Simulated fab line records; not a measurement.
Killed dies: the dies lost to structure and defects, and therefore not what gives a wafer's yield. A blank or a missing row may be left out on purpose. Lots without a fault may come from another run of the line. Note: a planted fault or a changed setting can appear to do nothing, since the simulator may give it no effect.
The tool behind it: which one?	flow sfq_line	at 1 step of a route of 325, 7 lots with 20 wafers sampled

WHAT THE GAUGES READ, wafer by wafer
SFQ_INCOMING_BOW_MEAS_900.
lot	measured	on	INCOMING_BOW (um)
L827	day 1 15:01	film_metro-04	3 -10 3
L829	day 2 01:02	film_metro-01	-7 5 -2
L832	day 2 16:00	film_metro-03	7 -2
L842	day 4 18:02	film_metro-04	-7 -11 2
L845	day 5 09:00	film_metro-04	-1 2 9
L847	day 5 19:01	film_metro-04	4 0 -1
L849	day 6 05:01	film_metro-04	10 1 -4

WHICH TOOL RAN EACH LOT (tool, then ch and the chambers of the sampled wafers, then the start)
The record shows no process step preceding these readings.

THE ANSWER, worked out from the rows above alone
Rule: usual is defined by the lots themselves. The widest of any qualifying gaps counts: lots, ordered by their means at a reading, are off when they make up no more than a third of the lots, leave a main group of 4 or more, and stand apart from it by 3 or more times the standard deviation of that group's means. If all means in a main group match to the digits the tables above print for the reading, that group is not used. Also off: a lot with no number at a reading for which 4 or more lots have one. All remaining lots with rows at the step are treated as sound.
No lot is off at any reading shown: from this, nothing can be told.

WHAT WAS PUT IN BY THE SIMULATOR
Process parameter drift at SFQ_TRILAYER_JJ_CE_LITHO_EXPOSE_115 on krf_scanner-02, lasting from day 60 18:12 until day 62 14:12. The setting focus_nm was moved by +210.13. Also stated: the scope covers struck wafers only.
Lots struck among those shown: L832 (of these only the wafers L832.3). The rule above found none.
